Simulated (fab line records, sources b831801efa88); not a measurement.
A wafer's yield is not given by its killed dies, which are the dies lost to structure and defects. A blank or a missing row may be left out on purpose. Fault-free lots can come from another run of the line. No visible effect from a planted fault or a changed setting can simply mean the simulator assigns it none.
Which of the tools did it? ; flow sfq-line ; 15 lots with 42 wafers sampled at 2 steps, on a route of 325 steps

## WHAT THE GAUGES SHOWED, per wafer
SFQ_I5_OVL_MEAS_936.
lot;measured;on;I5_OVL (nm)
L110;day 52 08:51;overlay-02;3 11 9
L111;day 52 12:28;overlay-01;5 8 1
L113;day 52 16:02;overlay-01;17 7
L114;day 52 18:28;overlay-02;-3 -5
L117;day 53 05:14;overlay-01;4 8
L122;day 61 21:35;overlay-01;1 -1 -7
L123;day 61 22:46;overlay-02;2 3 5
L124;day 61 23:58;overlay-01;-2 8 7
L126;day 69 00:19;overlay-01;-2 1 0
L127;day 69 01:31;overlay-01;1 13 4
L128;day 69 02:43;overlay-01;-2 -4 -1
L129;day 69 03:55;overlay-01;3 -1 6
L130;day 69 05:07;overlay-01;7 8 15
L132;day 69 08:43;overlay-01;-6 -2 -1
L133;day 69 13:37;overlay-02;4 -2 -4

## TOOL THAT RAN EACH LOT (tool first, then ch and the chambers of the sampled wafers, then the start)
lot;SFQ_TRILAYER_R5_DEP_SPUTTER_134
L110;pvd-sputter-03, day 44 05:10
L111;pvd-sputter-05, day 44 08:10
L113;pvd-sputter-04, day 46 00:17
L114;pvd-sputter-04, day 46 02:10
L117;pvd-sputter-03, day 46 14:10
L122;pvd-sputter-04, day 61 06:10
L123;pvd-sputter-03, day 61 06:58
L124;pvd-sputter-05, day 61 09:10
L126;pvd-sputter-05, day 61 12:10
L127;pvd-sputter-03, day 61 12:58
L128;pvd-sputter-05, day 61 15:10
L129;pvd-sputter-03, day 61 15:58
L130;pvd-sputter-05, day 61 18:10
L132;pvd-sputter-04, day 61 21:58
L133;pvd-sputter-05, day 62 00:58
- SFQ_TRILAYER_R5_DEP_SPUTTER_134: material Ti, target thk 5 nm, time 5 s.

## AS READ BY THE TOOLS THEMSELVES (means over the sampled wafers that have a number; for cases with no such wafer, the mark the record gives instead)
SFQ_TRILAYER_R5_DEP_SPUTTER_134.
lot;tool;throttle-valve-pct (%)
L110;pvd-sputter-03;29.5
L111;pvd-sputter-05;29.6
L113;pvd-sputter-04;31.2
L114;pvd-sputter-04;31.4
L117;pvd-sputter-03;31.2
L122;pvd-sputter-04;30.9
L123;pvd-sputter-03;30.1
L124;pvd-sputter-05;30.5
L126;pvd-sputter-05;29.7
L127;pvd-sputter-03;30.3
L128;pvd-sputter-05;31.4
L129;pvd-sputter-03;30.9
L130;pvd-sputter-05;31.0
L132;pvd-sputter-04;31.1
L133;pvd-sputter-05;31.9

## THE ANSWER, worked out from the rows above alone
Rule: usual is defined by the lots themselves. The widest of any qualifying gaps counts: lots, ordered by their means at a reading, are off when they make up no more than a third of the lots, leave a main group of 4 or more, and stand apart from it by 3 or more times the standard deviation of that group's means. The tables above print the reading to a certain number of digits; a main group whose means all agree to those digits is not used. Also off: a lot with no number at a reading for which 4 or more lots have one. All remaining lots with rows at the step are treated as sound. First the gauges in route order, then the tools' own readings, where a lot's mean is used as printed above. The first step at which some lot is off is used, and at that step the reading that is off furthest; a lot without a number counts as furthest.
Nothing can be told from this: no lot is off at any reading shown.

## WHAT THE SIMULATOR PUT IN
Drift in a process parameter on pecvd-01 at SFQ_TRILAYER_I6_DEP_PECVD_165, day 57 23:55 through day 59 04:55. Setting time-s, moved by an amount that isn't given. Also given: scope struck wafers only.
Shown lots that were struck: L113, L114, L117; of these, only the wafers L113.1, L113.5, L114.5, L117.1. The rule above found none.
